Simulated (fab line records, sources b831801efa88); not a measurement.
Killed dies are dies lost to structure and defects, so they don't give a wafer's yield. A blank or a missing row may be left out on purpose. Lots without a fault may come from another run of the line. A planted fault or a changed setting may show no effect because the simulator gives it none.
Chamber matching | flow sky130 | SKY_SONOS_ONO_ETCH_15 on rie_diel-04: 4 sister chambers
The step etches the open film in CHF3/O2, target depth 19.52 nm, time 7.8 s. 4 wafers are shown with their chamber, then 7 later ones without.

WAFERS WITH THEIR CHAMBER
wafer  | chamber | drypump_motor_current_A (A)
L084.3 | 3       | 6.0
L086.5 | 1       | 5.4
L093.4 | 2       | 6.3
L093.5 | 0       | 5.8

WAFERS WITHOUT THEIR CHAMBER
wafer  | drypump_motor_current_A (A)
L093.6 | 5.9
L092.2 | 6.3
L092.4 | 5.8
L092.5 | 6.0
L097.4 | 5.4
L097.5 | 5.4
L097.6 | 6.3

WHICH CHAMBER EACH WENT THROUGH
wafer  | from the rows above     | in truth
L093.6 | can't be placed: 3 or 0 | 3
L092.2 | 2                       | 2
L092.4 | 0                       | 0
L092.5 | 3                       | 3
L097.4 | 1                       | 1
L097.5 | 1                       | 1
L097.6 | 2                       | 2
Placed correctly: 6 of 7. Can't be placed from these rows: 1 (the true chamber is among the candidates in 1). Placed wrongly: 0.
How it was worked out, from the rows above alone: a wafer's distance from a chamber is the root of the sum, over the readings, of the square of ((its reading less the chamber's mean) divided by the reading's scatter). The wafer belongs to the nearest chamber; if the next one is less than 2 further off, it can't be placed. A chamber's mean is the mean of its shown wafers. The scatter: with one shown wafer a chamber, the root of the mean of the squares of how far each hidden wafer lies from its nearest shown one.
